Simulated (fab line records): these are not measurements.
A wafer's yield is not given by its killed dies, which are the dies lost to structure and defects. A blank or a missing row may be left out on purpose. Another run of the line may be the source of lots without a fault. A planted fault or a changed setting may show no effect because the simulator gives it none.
Comparing a struck lot with a sound one    flow sky130    20 steps out of a route of 708
Sound: the wafers L101.2, L101.3, L101.6. The struck wafers were L114.2, L114.3, L114.6. The cause comes at the end.
For every step that has rows: the tool of each side, followed by ch and its chambers, followed by its first start. Under that, the readings that differ: sound wafers    struck wafers    difference of the means    sigmas: that difference in standard deviations of wafers without a fault.
alike: a reading whose means differ by less than 2 such deviations, as well as words and numbers matching on both sides. not compared: withheld readings; readings where some wafer has no value; bounds like >300 that might hide an equal value; numbers whose values overlap and for which the record gives no deviation.
A row with sigmas, a row that says differs or no value, or rows on one side alone: a step with any of these is where the two part. Non-overlapping numbers with no deviation appear without sigmas and do not part them. A reading missing from all wafers of one side parts the sides only when that side holds two or more wafers.

SKY_POLY_GATE_THK_MEAS_21:
  struck on film metro-01, day 21 07:16; sound on film metro-02, day 16 08:52
  alike: POLY_GATE_OXIDATION_THK
SKY_POLY_GATE_CD_MEAS_22:
  struck on cd sem-01, day 21 07:20; sound on cd sem-01, day 16 08:57
  alike: cd nm
then, 7 steps without rows for these wafers: SKY_LDD_N_DEHYDRATE_00 (time 60 s); SKY_LDD_N_HMDS_01 (prime time 60 s); SKY_LDD_N_COAT_02 (resist thk 300 nm); SKY_LDD_N_SOFTBAKE_03 (time 60 s); SKY_LDD_N_EXPOSE_04 (exposes mask NTM, target cd 840 nm); SKY_LDD_N_PEB_05; SKY_LDD_N_DEVELOP_06 (develop time 60 s).
SKY_LDD_N_OVL_MEAS_07:
  struck on overlay-01, day 22 13:55; sound on overlay-01, day 17 13:19
  alike: LDD_N_OVL
then, 2 steps without rows for these wafers: SKY_LDD_N_IMPLANT_08; SKY_LDD_N_IMPLANT_09.
SKY_LDD_N_IMPLANT_10:
  struck on implanter-04, day 22 14:16; sound on implanter-01 ch 0, day 17 13:40
  no value came back on the struck wafers for beam energy keV, beam on s (s), end station pressure torr (Torr); on the sound wafers beam energy keV reads 19.998 19.994 20.001
then, 5 steps without rows for these wafers: SKY_LDD_N_IMPLANT_11; SKY_LDD_N_IMPLANT_12; SKY_LDD_N_IMPLANT_13; SKY_LDD_N_IMPLANT_14; SKY_LDD_N_IMPLANT_15.
SKY_LDD_N_STRIP_16: strips in O2/N2.
  sound on plasma asher-01 ch 0,1, day 17 14:32; struck on plasma asher-04 ch 0, day 22 15:08
reading                       sound              struck             difference  sigmas
drypump motor current A (A)   4.9 5.5 5.0        6.4 6.3 6.3        +1.2        +3
strip time to endpoint s (s)  4.301 4.307 4.294  4.129 4.125 4.126  -0.174      -12
  alike: chamber pressure mTorr, oes product au
  not compared: rf hours counter h
SKY_LDD_N_TW_MEAS_17:
  struck on film metro-04, day 22 15:15; sound on film metro-04, day 17 14:39
reading   sound           struck          difference  sigmas
LDD_N_TW  2603 2605 2608  2461 2446 2466  -148        -5

## WHERE THEY PART
Earliest at SKY_LDD_N_IMPLANT_10; latest, in this record, at SKY_LDD_N_TW_MEAS_17.

WHY: the cause the simulator had injected
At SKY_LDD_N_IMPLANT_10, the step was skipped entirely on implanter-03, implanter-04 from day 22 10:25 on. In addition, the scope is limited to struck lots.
